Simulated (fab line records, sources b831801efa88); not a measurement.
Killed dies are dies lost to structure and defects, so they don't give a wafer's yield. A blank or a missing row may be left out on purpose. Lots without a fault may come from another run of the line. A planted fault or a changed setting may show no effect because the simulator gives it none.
fab line records | flow gf180mcu
record lots=14 wafers=41 last_day=34
route steps=602 shown V2@385 M3@412
lots that met no fault: from a run of the same line without faults
start_h: hours from the record's first day to the start of the lot's first wafer shown | wait_h: hours since the lot's step before | " the same as in the row above | L1.1+2: a row that stands for several wafers | - no value, or no start given | * or withheld: withheld | < > ~ a bound
route shown NAME@n: a module of which the file shows steps, and the number in the route of the first | usual: mean/standard deviation of fault-free wafers | same: alike in all rows | chamber/n: place in a boat | sites: the reading at each site | _std_site: their standard deviation | _edge_site: outer sites' mean less inner sites' | radius_mm: how far each site lies from the wafer's centre | mask NAME#n: copy n | behind: the tool/chamber that last shaped the wafer | hold: why the lot was held/for how many hours/how that ended | device: the transistor (n, p or np) that didn't switch | end of line: the same wafers' tests at the end of the route | a step without rows: its recipe alone | killed: dies lost to structure and defects at the first sort, not the wafer's yield | map: a wafer's dies, x killed, . not, _ none there
set.NAME: the setting as run; set.NAME@STEP: as run at that earlier step | model.NAME: the simulator's own value behind a step, which no gauge read
steps of the route over a sample of lots; a table a step, a row a wafer
services: from which hour (start_h, from the record's first day; less than 0 if before it) a tool's chamber was out of use, for how many hours, and why
## steps
# step GF_V2_THK_MEAS_03
# recipe reads=SiO2_of_V2_CVD_02
# usual V2_CVD_02_THK=846/12
# columns lot.wafer tool chamber start_h wait_h V2_CVD_02_THK[nm]
L147.2 film_metro-01 - 434.11 0.0 844
L147.5 " - " " 871
L148.3 film_metro-01 - 439.57 0.1 861
L148.5 " - " " 843
L148.6 " - " " 861
L150.1 film_metro-01 - 456.32 0.0 830
L150.5 " - " " 862
L150.6 " - " " 847
L152.2 film_metro-03 - 478.41 0.0 841
L152.3 " - " " 834
L152.4 " - " " 871
L154.4 film_metro-01 - 506.37 0.0 839
L154.5 " - " " 848
L154.6 " - " " 855
L155.2 film_metro-03 - 507.02 0.0 833
L155.3 " - " " 828
L155.4 " - " " 853
L156.2 film_metro-04 - 522.03 0.0 843
L156.4 " - " " 853
L156.6 " - " " 856
L160.2 film_metro-04 - 549.71 0.0 837
L160.3 " - " " 837
L160.4 " - " " 853
L164.4 film_metro-03 - 581.29 0.0 845
L164.5 " - " " 864
L164.6 " - " " 863
L165.2 film_metro-04 - 584.44 0.0 847
L165.3 " - " " 842
L165.5 " - " " 854
L166.3 film_metro-03 - 599.91 0.1 836
L166.4 " - " " 855
L166.5 " - " " 851
L167.3 film_metro-04 - 605.51 0.1 821
L167.4 " - " " 846
L167.6 " - " " 847
L168.2 film_metro-01 - 618.71 0.0 827
L168.5 " - " " 860
L168.6 " - " " 854
L170.1 film_metro-04 - 629.91 0.0 836
L170.3 " - " " 819
L170.5 " - " " 849
# step GF_V2_OVL_MEAS_15
# usual V2_OVL=3/5.2
# columns lot.wafer tool chamber start_h wait_h V2_OVL[nm]
L147.2 overlay-01 - 458.86 0.1 6
L147.5 " - " " 8
L148.3 overlay-02 - 464.18 0.1 3
L148.5 " - " " 2
L148.6 " - " " -3
L150.1 overlay-02 - 480.60 0.1 3
L150.5 " - " " -2
L150.6 " - " " 4
L152.2 overlay-01 - 502.27 0.1 12
L152.3 " - " " 9
L152.4 " - " " 5
L154.4 overlay-02 - 529.87 0.1 -3
L154.5 " - " " 3
L154.6 " - " " 1
L155.2 overlay-01 - 530.85 0.1 2
L155.3 " - " " 3
L155.4 " - " " 2
L156.2 overlay-02 - 545.52 0.1 -6
L156.4 " - " " -3
L156.6 " - " " -5
L160.2 overlay-02 - 571.61 0.1 -3
L160.3 " - " " 4
L160.4 " - " " -2
L164.4 overlay-02 - 603.47 0.1 6
L164.5 " - " " 5
L164.6 " - " " 5
L165.2 overlay-02 - 605.92 0.1 -6
L165.3 " - " " -7
L165.5 " - " " -3
L166.3 overlay-01 - 621.66 0.1 9
L166.4 " - " " 11
L166.5 " - " " 11
L167.3 overlay-02 - 626.21 0.1 5
L167.4 " - " " 7
L167.6 " - " " 5
L168.2 overlay-02 - 639.36 0.1 3
L168.5 " - " " -2
L168.6 " - " " 0
L170.1 overlay-01 - 650.16 0.1 7
L170.3 " - " " 11
L170.5 " - " " 8
# step GF_V2_RS_MEAS_24
# recipe thk_meas_gauge=four-point-probe reads=W_of_V2_CVD_23+TiN_of_V2_SPUTTER_22+Ti_of_V2_SPUTTER_21
# usual V2_W_RS=0.328/0.0034
# columns lot.wafer tool chamber start_h wait_h V2_W_RS[ohm/sq]
L147.2 film_metro-01 - 459.78 0.1 0.330
L147.5 " - " " 0.324
L148.3 film_metro-04 - 465.46 0.1 0.332
L148.5 " - " " 0.336
L148.6 " - " " 0.334
L150.1 film_metro-03 - 481.91 0.1 0.330
L150.5 " - " " 0.328
L150.6 " - " " 0.329
L152.2 film_metro-04 - 503.22 0.1 0.329
L152.3 " - " " 0.327
L152.4 " - " " 0.327
L154.4 film_metro-04 - 530.82 0.1 0.330
L154.5 " - " " 0.330
L154.6 " - " " 0.328
L155.2 film_metro-03 - 531.78 0.1 0.334
L155.3 " - " " 0.329
L155.4 " - " " 0.328
L156.2 film_metro-01 - 546.45 0.1 0.334
L156.4 " - " " 0.336
L156.6 " - " " 0.333
L160.2 film_metro-04 - 572.54 0.1 0.327
L160.3 " - " " 0.331
L160.4 " - " " 0.326
L164.4 film_metro-01 - 604.53 0.1 0.329
L164.5 " - " " 0.332
L164.6 " - " " 0.329
L165.2 film_metro-01 - 606.84 0.1 0.331
L165.3 " - " " 0.328
L165.5 " - " " 0.334
L166.3 film_metro-03 - 622.60 0.1 0.329
L166.4 " - " " 0.325
L166.5 " - " " 0.327
L167.3 film_metro-04 - 627.15 0.1 0.329
L167.4 " - " " 0.327
L167.6 " - " " 0.325
L168.2 film_metro-03 - 640.28 0.1 0.330
L168.5 " - " " 0.330
L168.6 " - " " 0.328
L170.1 film_metro-01 - 651.07 0.1 0.333
L170.3 " - " " 0.329
L170.5 " - " " 0.328
# step GF_M3_SPUTTER_03
# recipe material=Ti target_thk_nm=10 substrate_temp_c=300 chamber_pressure_pa=0.3 power_w=3000 time_s=6.7
# usual cathode_dc_power_W=3000.1/0.61 chamber_pressure_pa=0.3000/0.00056 throttle_valve_pct=30.1/1
# columns lot.wafer tool chamber start_h wait_h cathode_dc_power_W chamber_pressure_pa throttle_valve_pct
L147.2 pvd_sputter-02 - 460.40 0.0 2999.9 0.2998 31.0
L147.5 " - " " 3000.3 0.2993 30.7
L148.3 pvd_sputter-03 - 466.06 0.0 3000.7 0.3000 31.1
L148.5 " - " " 3000.2 0.2998 30.8
L148.6 " - " " 3000.2 0.2999 31.0
L150.1 pvd_sputter-03 - 482.55 0.0 2999.4 0.2997 27.8
L150.5 " - " " 3001.6 0.2998 30.7
L150.6 " - " " 2999.0 0.3010 31.0
L152.2 pvd_sputter-03 - 503.85 0.0 2999.6 0.3010 31.0
L152.3 " - " " 3000.4 0.3006 27.8
L152.4 " - " " 3000.2 0.3000 30.8
L154.4 pvd_sputter-04 - 531.40 0.0 - - -
L154.5 " - " " - - -
L154.6 " - " " - - -
L155.2 pvd_sputter-04 - 532.40 0.0 - - -
L155.3 " - " " - - -
L155.4 " - " " - - -
L156.2 pvd_sputter-02 - 547.07 0.0 - - -
L156.4 " - " " - - -
L156.6 " - " " - - -
L160.2 pvd_sputter-02 - 573.16 0.0 3000.2 0.3000 30.9
L160.3 " - " " 2998.6 0.3002 30.1
L160.4 " - " " 3000.4 0.2992 29.7
L164.4 pvd_sputter-03 - 605.11 0.0 3000.9 0.3003 31.0
L164.5 " - " " 2999.5 0.3000 31.1
L164.6 " - " " 3000.7 0.2999 30.9
L165.2 pvd_sputter-04 - 607.46 0.0 2999.7 0.3006 30.1
L165.3 " - " " 2999.8 0.2998 28.8
L165.5 " - " " 2999.9 0.3008 30.2
L166.3 pvd_sputter-04 - 623.20 0.0 3000.5 0.3007 28.6
L166.4 " - " " 3000.9 0.3001 30.1
L166.5 " - " " 2999.2 0.3007 30.2
L167.3 pvd_sputter-04 - 627.75 0.0 3000.6 0.3000 30.2
L167.4 " - " " 3000.4 0.3004 29.5
L167.6 " - " " 2999.3 0.2997 30.3
L168.2 pvd_sputter-04 - 640.91 0.0 3000.7 0.2999 28.7
L168.5 " - " " 3000.9 0.3005 30.2
L168.6 " - " " 3000.0 0.2995 28.7
L170.1 pvd_sputter-03 - 651.71 0.0 3000.2 0.3008 31.1
L170.3 " - " " 2999.3 0.2994 27.4
L170.5 " - " " 2999.8 0.3003 27.8
## services
# columns tool chamber start_h hours kind
pvd_sputter-04 - 443.48 4.8 repair
pvd_sputter-03 - 530.97 1.5 repair
pvd_sputter-03 - 580.50 7.0 repair
## key
first_sign step=GF_M3_SPUTTER_03 reading=tool_record direction=missing
effect none on later readings
met_at GF_M3_SPUTTER_03
struck_lots L154,L155,L156
not_acting_at GF_V2_THK_MEAS_03,GF_V2_OVL_MEAS_15,GF_V2_RS_MEAS_24
onset_between 460.40 531.40
fault kind=skipped_step_whole tool=pvd_sputter-02,pvd_sputter-04 chamber=- onset_h=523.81 steps=GF_M3_SPUTTER_03 scope=struck_lots_only
